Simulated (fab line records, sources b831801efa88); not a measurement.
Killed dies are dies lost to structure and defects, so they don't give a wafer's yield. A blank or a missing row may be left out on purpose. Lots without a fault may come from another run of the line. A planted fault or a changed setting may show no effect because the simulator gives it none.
Which tool did it? | flow sky130 | 7 lots, 21 wafers sampled, at 3 steps of a route of 708

WHAT THE GAUGES READ, wafer by wafer
SKY_VT_ADJUST_LVTN_TW_MEAS_21.
lot  | measured     | on            | VT_ADJUST_LVTN_2_TW
L495 | day 9 03:08  | film_metro-04 | 190.4 190.9 190.3
L497 | day 9 19:09  | film_metro-04 | 189.5 190.3 190.3
L500 | day 9 23:10  | film_metro-02 | 186.7 186.5 186.5
L502 | day 10 05:20 | film_metro-04 | 191.3 190.0 190.8
L509 | day 12 02:57 | film_metro-04 | 30.5 30.2 30.3
L511 | day 13 13:47 | film_metro-02 | 30.0 30.0 29.8
L515 | day 14 01:38 | film_metro-02 | 188.0 187.5 187.9

WHICH TOOL RAN EACH LOT (tool, then ch and the chambers of the sampled wafers, then the start)
lot  | SKY_VT_ADJUST_LVTN_STRIP_09          | SKY_VT_ADJUST_LVTN_STRIP_20
L495 | plasma_asher-01 ch 0,1, day 8 06:35  | plasma_asher-01 ch 0,1, day 9 03:01
L497 | plasma_asher-01 ch 0,1, day 8 21:39  | plasma_asher-01 ch 0,1, day 9 19:04
L500 | plasma_asher-02 ch 0,1, day 9 01:41  | plasma_asher-01 ch 0,1, day 9 23:04
L502 | plasma_asher-02 ch 0,1, day 9 07:02  | plasma_asher-03 ch 0,1, day 10 05:14
L509 | plasma_asher-03 ch 0,1, day 11 03:42 | plasma_asher-01 ch 0,1, day 12 02:51
L511 | plasma_asher-01 ch 0,1, day 12 12:51 | plasma_asher-02 ch 0,1, day 13 13:42
L515 | plasma_asher-03 ch 0,1, day 13 00:09 | plasma_asher-02 ch 0,1, day 14 01:33
- SKY_VT_ADJUST_LVTN_STRIP_09: strips in O2/N2.
- SKY_VT_ADJUST_LVTN_STRIP_20: strips in O2/N2.

THE ANSWER, worked out from the rows above alone
Rule: what is usual is taken from the lots themselves. Put in order of their means at a reading, lots are off if they are a third of the lots or fewer, leave a main group of 4 or more, and stand apart from it by a gap of 3 or more times the standard deviation of the main group's means; of several such gaps the widest counts. A main group whose means are all the same, to the digits that the tables above print for the reading, isn't used. A lot without any number at a reading at which 4 lots or more have one is off too. The other lots that the step has rows for count as sound.
Off: L509, L511, at SKY_VT_ADJUST_LVTN_TW_MEAS_21 (VT_ADJUST_LVTN_2_TW). The main group: mean 189.1, standard deviation 1.6.
A tool fits if, at a process step before that reading, it ran every lot that is off, and no sound lot after the first of them. The gauges at SKY_VT_ADJUST_LVTN_TW_MEAS_21 are tried like those tools. None of those tried fits.

WHAT THE SIMULATOR HAD PUT IN
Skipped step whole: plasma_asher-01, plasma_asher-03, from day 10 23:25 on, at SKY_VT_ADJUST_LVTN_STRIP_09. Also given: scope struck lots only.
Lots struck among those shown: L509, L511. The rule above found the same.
